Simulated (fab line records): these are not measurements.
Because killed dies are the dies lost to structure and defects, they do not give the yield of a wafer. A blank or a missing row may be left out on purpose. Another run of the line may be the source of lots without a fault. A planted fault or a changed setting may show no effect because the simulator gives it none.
fab line records + flow sky130
[record]
- lots = 15
- wafers = 45
- lastDay = 50
route steps=708 shown FIELD_ISO@5 NWELL@34 VT_ADJUST_NCORE@123 GATE_OXIDE@189
lots that met no fault: from a run of the same line without faults
startH: the number of hours between the record's first day and the start of the first shown wafer of the lot + waitH: hours elapsed since this lot's preceding step + " identical to the entry in the row above + L1.1+2: one row covering several wafers at once + - no value present, or no start provided + * or withheld: withheld + < > ~ a bound
route shown NAME@n: NAME is a module with steps in the file, n the number in the route of the first one + usual: mean/standard deviation taken from wafers without a fault + same: alike in all rows + chamber/n: place in a boat + sites: each site's reading + _std_site: standard deviation across them + _edge_site: the outer-site mean with the inner-site mean subtracted + radiusMm: for every site, how far away it sits from the centre of the wafer + mask NAME#n: copy n + behind: the tool/chamber that last shaped the wafer + hold: why the lot went on hold/how many hours it stayed there/how the hold came to an end + device: whichever transistor did not switch (one of n, p or np) + end of line: the tests these same wafers got at the end of their route + for a step that has no rows: nothing shown but its recipe + killed: at the first sort, the dies lost to defects and structure; wafer yield is something else + map: dies across one wafer; x = killed, . = not, _ = none there
set.NAME: setting as actually run; set.NAME@STEP: the setting as run at that earlier step + model.NAME: the simulator's own value behind a step, which no gauge read
a sample of lots followed through the steps of the route, with each step as a table and each wafer as a row
services: when a tool's chamber went out of use (startH, in hours from the record's first day, below 0 if earlier), for how many hours, and the reason
[[steps]]
[step SKY_FIELD_ISO_THK_MEAS_04]
[recipe]
- reads = Si3N4_of_FIELD_ISO_CVD_03
[usual]
- FIELD_ISO_CVD_03_THK = 163.8/1.3
| lot.wafer | tool         | chamber | startH | waitH | FIELD_ISO_CVD_03_THK[nm] |
|-----------|--------------|---------|--------|-------|--------------------------|
| L949.1    | filmMetro-03 | -       | 17.05  | 0.0   | 162.4                    |
| L949.3    | "            | -       | "      | "     | 163.5                    |
| L949.6    | "            | -       | "      | "     | 164.0                    |
| L950.2    | filmMetro-03 | -       | 21.39  | 0.0   | 164.6                    |
| L950.5    | "            | -       | "      | "     | 163.9                    |
| L950.6    | "            | -       | "      | "     | 164.2                    |
| L951.2    | filmMetro-03 | -       | 25.44  | 0.0   | 164.4                    |
| L951.4    | "            | -       | "      | "     | 164.3                    |
| L951.5    | "            | -       | "      | "     | 164.7                    |
| L954.4    | filmMetro-03 | -       | 39.08  | 0.0   | 164.2                    |
| L954.5    | "            | -       | "      | "     | 166.0                    |
| L954.6    | "            | -       | "      | "     | 165.5                    |
| L955.1    | filmMetro-03 | -       | 44.87  | 0.0   | 164.0                    |
| L955.3    | "            | -       | "      | "     | 164.3                    |
| L955.4    | "            | -       | "      | "     | 165.1                    |
| L956.1    | filmMetro-02 | -       | 49.68  | 0.0   | 165.3                    |
| L956.2    | "            | -       | "      | "     | 164.6                    |
| L956.3    | "            | -       | "      | "     | 165.5                    |
| L957.2    | filmMetro-03 | -       | 55.11  | 0.0   | 163.7                    |
| L957.5    | "            | -       | "      | "     | 163.0                    |
| L957.6    | "            | -       | "      | "     | 163.7                    |
| L958.1    | filmMetro-03 | -       | 59.27  | 0.0   | 164.2                    |
| L958.2    | "            | -       | "      | "     | 164.4                    |
| L958.6    | "            | -       | "      | "     | 166.1                    |
| L959.2    | filmMetro-02 | -       | 65.59  | 0.0   | 164.1                    |
| L959.5    | "            | -       | "      | "     | 162.7                    |
| L959.6    | "            | -       | "      | "     | 160.9                    |
| L960.4    | filmMetro-02 | -       | 68.51  | 0.0   | 162.6                    |
| L960.5    | "            | -       | "      | "     | 163.0                    |
| L960.6    | "            | -       | "      | "     | 162.3                    |
| L962.2    | filmMetro-02 | -       | 80.96  | 0.0   | 166.0                    |
| L962.4    | "            | -       | "      | "     | 166.0                    |
| L962.6    | "            | -       | "      | "     | 165.2                    |
| L963.3    | filmMetro-03 | -       | 83.50  | 0.0   | 161.3                    |
| L963.4    | "            | -       | "      | "     | 162.2                    |
| L963.6    | "            | -       | "      | "     | 161.2                    |
| L964.1    | filmMetro-02 | -       | 89.59  | 0.0   | 164.2                    |
| L964.5    | "            | -       | "      | "     | 164.1                    |
| L964.6    | "            | -       | "      | "     | 162.1                    |
| L965.2    | filmMetro-02 | -       | 95.16  | 0.0   | 165.7                    |
| L965.3    | "            | -       | "      | "     | 165.3                    |
| L965.4    | "            | -       | "      | "     | 165.0                    |
| L972.3    | filmMetro-02 | -       | 130.22 | 0.0   | 163.9                    |
| L972.5    | "            | -       | "      | "     | 163.4                    |
| L972.6    | "            | -       | "      | "     | 163.1                    |
[step SKY_NWELL_THK_MEAS_02]
[recipe]
- reads = SiO2_of_NWELL_OXIDATION_01
[usual]
- NWELL_OXIDATION_THK = 9.98/0.22
| lot.wafer | tool         | chamber | startH | waitH | NWELL_OXIDATION_THK[nm] |
|-----------|--------------|---------|--------|-------|-------------------------|
| L949.1    | filmMetro-02 | -       | 42.31  | 0.1   | 10.35                   |
| L949.3    | "            | -       | "      | "     | 10.28                   |
| L949.6    | "            | -       | "      | "     | 10.27                   |
| L950.2    | filmMetro-02 | -       | 44.83  | 0.0   | 9.89                    |
| L950.5    | "            | -       | "      | "     | 9.88                    |
| L950.6    | "            | -       | "      | "     | 9.86                    |
| L951.2    | filmMetro-02 | -       | 49.24  | 0.0   | 10.20                   |
| L951.4    | "            | -       | "      | "     | 10.19                   |
| L951.5    | "            | -       | "      | "     | 10.31                   |
| L954.4    | filmMetro-02 | -       | 63.17  | 0.0   | 10.19                   |
| L954.5    | "            | -       | "      | "     | 10.33                   |
| L954.6    | "            | -       | "      | "     | 10.13                   |
| L955.1    | filmMetro-01 | -       | 66.70  | 0.0   | 10.14                   |
| L955.3    | "            | -       | "      | "     | 10.10                   |
| L955.4    | "            | -       | "      | "     | 10.16                   |
| L956.1    | filmMetro-02 | -       | 73.30  | 0.0   | 9.97                    |
| L956.2    | "            | -       | "      | "     | 9.90                    |
| L956.3    | "            | -       | "      | "     | 10.01                   |
| L957.2    | filmMetro-01 | -       | 79.41  | 0.0   | 10.14                   |
| L957.5    | "            | -       | "      | "     | 10.02                   |
| L957.6    | "            | -       | "      | "     | 10.05                   |
| L958.1    | filmMetro-02 | -       | 84.11  | 0.0   | 9.86                    |
| L958.2    | "            | -       | "      | "     | 9.88                    |
| L958.6    | "            | -       | "      | "     | 9.84                    |
| L959.2    | filmMetro-01 | -       | 90.40  | 0.0   | 9.78                    |
| L959.5    | "            | -       | "      | "     | 9.85                    |
| L959.6    | "            | -       | "      | "     | 10.12                   |
| L960.4    | filmMetro-01 | -       | 94.50  | 0.0   | 9.72                    |
| L960.5    | "            | -       | "      | "     | 9.72                    |
| L960.6    | "            | -       | "      | "     | 9.97                    |
| L962.2    | filmMetro-02 | -       | 104.20 | 0.0   | 9.96                    |
| L962.4    | "            | -       | "      | "     | 10.06                   |
| L962.6    | "            | -       | "      | "     | 9.98                    |
| L963.3    | filmMetro-01 | -       | 108.62 | 0.0   | 9.80                    |
| L963.4    | "            | -       | "      | "     | 9.91                    |
| L963.6    | "            | -       | "      | "     | 9.84                    |
| L964.1    | filmMetro-01 | -       | 114.43 | 0.0   | 9.57                    |
| L964.5    | "            | -       | "      | "     | 9.83                    |
| L964.6    | "            | -       | "      | "     | 9.62                    |
| L965.2    | filmMetro-02 | -       | 118.79 | 0.0   | 10.08                   |
| L965.3    | "            | -       | "      | "     | 10.44                   |
| L965.4    | "            | -       | "      | "     | 10.20                   |
| L972.3    | filmMetro-02 | -       | 156.05 | 0.0   | 10.04                   |
| L972.5    | "            | -       | "      | "     | 9.92                    |
| L972.6    | "            | -       | "      | "     | 9.98                    |
[step SKY_VT_ADJUST_NCORE_EXPOSE_04]
[recipe]
- maskId = LVTN_COMPLEMENT_THIN
- na = 0.6
- sourceShape = conventional
- sigmaOuter = 0.6
- polarization = unpolarized
- targetCdNm = 380
- doseMj = 139
[usual]
- exposureDoseMJCm2 = 138.8/0.71
- focusOffsetNm = -0.1/0.56
| lot.wafer | tool            | chamber | startH | waitH | mask                   | exposureDoseMJCm2 | focusOffsetNm |
|-----------|-----------------|---------|--------|-------|------------------------|-------------------|---------------|
| L949.1    | ilineStepper-01 | 0       | 177.76 | -     | LVTN_COMPLEMENT_THIN#0 | 138.1             | 0.0           |
| L949.3    | "               | 0       | "      | "     | LVTN_COMPLEMENT_THIN#0 | 138.1             | 0.8           |
| L949.6    | "               | 0       | "      | "     | LVTN_COMPLEMENT_THIN#0 | 138.2             | -0.1          |
| L950.2    | ilineStepper-01 | 0       | 180.40 | -     | LVTN_COMPLEMENT_THIN#0 | 138.1             | -0.3          |
| L950.5    | "               | 0       | "      | "     | LVTN_COMPLEMENT_THIN#0 | 137.9             | -0.2          |
| L950.6    | "               | 0       | "      | "     | LVTN_COMPLEMENT_THIN#0 | 138.0             | 0.0           |
| L951.2    | ilineStepper-01 | 0       | 185.30 | -     | LVTN_COMPLEMENT_THIN#0 | 138.1             | -0.6          |
| L951.4    | "               | 0       | "      | "     | LVTN_COMPLEMENT_THIN#0 | 138.3             | 0.1           |
| L951.5    | "               | 0       | "      | "     | LVTN_COMPLEMENT_THIN#0 | 138.1             | -0.3          |
| L954.4    | ilineStepper-02 | 0       | 204.94 | -     | LVTN_COMPLEMENT_THIN#0 | 139.2             | 0.0           |
| L954.5    | "               | 0       | "      | "     | LVTN_COMPLEMENT_THIN#0 | 139.4             | 0.3           |
| L954.6    | "               | 0       | "      | "     | LVTN_COMPLEMENT_THIN#0 | 139.5             | -0.8          |
| L955.1    | ilineStepper-02 | 0       | 212.44 | -     | LVTN_COMPLEMENT_THIN#0 | 139.6             | 0.1           |
| L955.3    | "               | 0       | "      | "     | LVTN_COMPLEMENT_THIN#0 | 139.7             | 0.5           |
| L955.4    | "               | 0       | "      | "     | LVTN_COMPLEMENT_THIN#0 | 139.6             | -0.5          |
| L956.1    | ilineStepper-02 | 0       | 219.44 | -     | LVTN_COMPLEMENT_THIN#0 | 139.6             | 0.4           |
| L956.2    | "               | 0       | "      | "     | LVTN_COMPLEMENT_THIN#0 | 139.5             | -1.3          |
| L956.3    | "               | 0       | "      | "     | LVTN_COMPLEMENT_THIN#0 | 139.6             | 0.4           |
| L957.2    | ilineStepper-01 | 0       | 228.38 | -     | LVTN_COMPLEMENT_THIN#0 | 138.2             | 0.4           |
| L957.5    | "               | 0       | "      | "     | LVTN_COMPLEMENT_THIN#0 | 138.2             | 0.0           |
| L957.6    | "               | 0       | "      | "     | LVTN_COMPLEMENT_THIN#0 | 138.1             | 0.2           |
| L958.1    | ilineStepper-01 | 0       | 234.68 | -     | LVTN_COMPLEMENT_THIN#0 | 138.0             | 0.3           |
| L958.2    | "               | 0       | "      | "     | LVTN_COMPLEMENT_THIN#0 | 138.2             | 0.6           |
| L958.6    | "               | 0       | "      | "     | LVTN_COMPLEMENT_THIN#0 | 138.0             | 0.9           |
| L959.2    | ilineStepper-01 | 0       | 242.71 | -     | LVTN_COMPLEMENT_THIN#0 | 138.1             | -0.5          |
| L959.5    | "               | 0       | "      | "     | LVTN_COMPLEMENT_THIN#0 | 138.2             | 0.4           |
| L959.6    | "               | 0       | "      | "     | LVTN_COMPLEMENT_THIN#0 | 138.1             | -0.6          |
| L960.4    | ilineStepper-02 | 0       | 248.91 | -     | LVTN_COMPLEMENT_THIN#0 | 139.3             | 0.2           |
| L960.5    | "               | 0       | "      | "     | LVTN_COMPLEMENT_THIN#0 | 139.5             | 0.4           |
| L960.6    | "               | 0       | "      | "     | LVTN_COMPLEMENT_THIN#0 | 139.8             | 1.3           |
| L962.2    | ilineStepper-02 | 0       | 262.88 | -     | LVTN_COMPLEMENT_THIN#0 | 139.3             | -0.6          |
| L962.4    | "               | 0       | "      | "     | LVTN_COMPLEMENT_THIN#0 | 139.5             | -0.2          |
| L962.6    | "               | 0       | "      | "     | LVTN_COMPLEMENT_THIN#0 | 139.6             | 0.2           |
| L963.3    | ilineStepper-02 | -       | 267.77 | -     | LVTN_COMPLEMENT_THIN#0 | -                 | -             |
| L963.4    | "               | -       | "      | "     | LVTN_COMPLEMENT_THIN#0 | -                 | -             |
| L963.6    | "               | -       | "      | "     | LVTN_COMPLEMENT_THIN#0 | -                 | -             |
| L964.1    | ilineStepper-01 | -       | 276.40 | -     | LVTN_COMPLEMENT_THIN#0 | -                 | -             |
| L964.5    | "               | -       | "      | "     | LVTN_COMPLEMENT_THIN#0 | -                 | -             |
| L964.6    | "               | -       | "      | "     | LVTN_COMPLEMENT_THIN#0 | -                 | -             |
| L965.2    | ilineStepper-01 | -       | 281.75 | -     | LVTN_COMPLEMENT_THIN#0 | -                 | -             |
| L965.3    | "               | -       | "      | "     | LVTN_COMPLEMENT_THIN#0 | -                 | -             |
| L965.4    | "               | -       | "      | "     | LVTN_COMPLEMENT_THIN#0 | -                 | -             |
| L972.3    | ilineStepper-02 | 0       | 358.84 | -     | LVTN_COMPLEMENT_THIN#0 | 139.4             | -0.7          |
| L972.5    | "               | 0       | "      | "     | LVTN_COMPLEMENT_THIN#0 | 139.5             | -0.5          |
| L972.6    | "               | 0       | "      | "     | LVTN_COMPLEMENT_THIN#0 | 139.4             | -0.4          |
[step SKY_GATE_OXIDE_THK_MEAS_02]
[recipe]
- reads = SiO2_of_GATE_OXIDE_OXIDATION_01
[usual]
- GATE_OXIDE_OXIDATION_00_THK = 10.27/0.21
| lot.wafer | tool         | chamber | startH | waitH | GATE_OXIDE_OXIDATION_00_THK[nm] |
|-----------|--------------|---------|--------|-------|---------------------------------|
| L949.1    | filmMetro-04 | -       | 288.54 | 0.0   | 10.58                           |
| L949.3    | "            | -       | "      | "     | 10.30                           |
| L949.6    | "            | -       | "      | "     | 10.50                           |
| L950.2    | filmMetro-02 | -       | 295.32 | 0.0   | 9.87                            |
| L950.5    | "            | -       | "      | "     | 9.98                            |
| L950.6    | "            | -       | "      | "     | 9.84                            |
| L951.2    | filmMetro-02 | -       | 298.44 | 0.0   | 10.05                           |
| L951.4    | "            | -       | "      | "     | 10.05                           |
| L951.5    | "            | -       | "      | "     | 10.04                           |
| L954.4    | filmMetro-01 | -       | 323.51 | 0.0   | 10.23                           |
| L954.5    | "            | -       | "      | "     | 10.17                           |
| L954.6    | "            | -       | "      | "     | 10.15                           |
| L955.1    | filmMetro-04 | -       | 330.75 | 0.0   | 10.24                           |
| L955.3    | "            | -       | "      | "     | 10.45                           |
| L955.4    | "            | -       | "      | "     | 10.39                           |
| L956.1    | filmMetro-01 | -       | 341.10 | 0.0   | 10.02                           |
| L956.2    | "            | -       | "      | "     | 10.05                           |
| L956.3    | "            | -       | "      | "     | 9.94                            |
| L957.2    | filmMetro-01 | -       | 347.84 | 0.0   | 10.42                           |
| L957.5    | "            | -       | "      | "     | 10.43                           |
| L957.6    | "            | -       | "      | "     | 10.54                           |
| L958.1    | filmMetro-02 | -       | 357.31 | 0.0   | 9.91                            |
| L958.2    | "            | -       | "      | "     | 9.97                            |
| L958.6    | "            | -       | "      | "     | 10.09                           |
| L959.2    | filmMetro-02 | -       | 365.59 | 0.0   | 10.44                           |
| L959.5    | "            | -       | "      | "     | 10.28                           |
| L959.6    | "            | -       | "      | "     | 10.34                           |
| L960.4    | filmMetro-02 | -       | 374.13 | 0.0   | 10.79                           |
| L960.5    | "            | -       | "      | "     | 10.63                           |
| L960.6    | "            | -       | "      | "     | 10.88                           |
| L962.2    | filmMetro-02 | -       | 390.38 | 0.0   | 10.04                           |
| L962.4    | "            | -       | "      | "     | 10.00                           |
| L962.6    | "            | -       | "      | "     | 10.23                           |
| L963.3    | filmMetro-02 | -       | 393.31 | 0.0   | 10.23                           |
| L963.4    | "            | -       | "      | "     | 10.16                           |
| L963.6    | "            | -       | "      | "     | 10.13                           |
| L964.1    | filmMetro-02 | -       | 403.92 | 0.0   | 10.34                           |
| L964.5    | "            | -       | "      | "     | 10.42                           |
| L964.6    | "            | -       | "      | "     | 10.28                           |
| L965.2    | filmMetro-04 | -       | 416.06 | 0.0   | 10.15                           |
| L965.3    | "            | -       | "      | "     | 10.33                           |
| L965.4    | "            | -       | "      | "     | 10.36                           |
| L972.3    | filmMetro-04 | -       | 500.23 | 0.0   | 10.37                           |
| L972.5    | "            | -       | "      | "     | 10.43                           |
| L972.6    | "            | -       | "      | "     | 10.27                           |
[[services]]
| tool            | chamber | startH | hours | kind                   |
|-----------------|---------|--------|-------|------------------------|
| ilineStepper-02 | 0       | 158.74 | -     | calibration            |
| ilineStepper-02 | -       | 186.10 | 2.1   | pm                     |
| ilineStepper-02 | -       | 188.18 | -     | consumableReplace:lamp |
| ilineStepper-01 | -       | 200.28 | 1.7   | pm                     |
| ilineStepper-02 | -       | 215.89 | 1.7   | pm                     |
| ilineStepper-01 | 0       | 290.88 | -     | calibration            |
| ilineStepper-01 | -       | 297.25 | 4.4   | pm                     |
| ilineStepper-02 | -       | 331.15 | 1.3   | repair                 |
[[key]]
[firstSign]
- step = SKY_VT_ADJUST_NCORE_EXPOSE_04
- reading = toolRecord
- direction = missing
effect none on later readings
metAt SKY_VT_ADJUST_NCORE_EXPOSE_04
struckLots L963,L964,L965
sortLeftOut L963.3,L963.4,L963.6,L964.1,L964.5,L964.6,L965.2,L965.3,L965.4
testerLeftOut L963,L964,L965
notActingAt SKY_FIELD_ISO_THK_MEAS_04,SKY_NWELL_THK_MEAS_02,SKY_GATE_OXIDE_THK_MEAS_02
onsetBetween 262.88 267.77
[fault]
- kind = skippedStepWhole
- tool = ilineStepper-01,ilineStepper-02
- chamber = -
- onsetH = 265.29
- steps = SKY_VT_ADJUST_NCORE_EXPOSE_04
- scope = struckLotsOnly
// testerLeftOut: of these lots the tester's yield and bins aren't shown, on N5 and GAA mostly nor the transistor test; their killed dies are dies lost to structure and defects alone, not to doping, threshold or leakage, so they don't give the yield
// sortLeftOut: the simulated sort isn't trusted on such a fault, so these wafers' sort isn't shown, and their yield isn't known
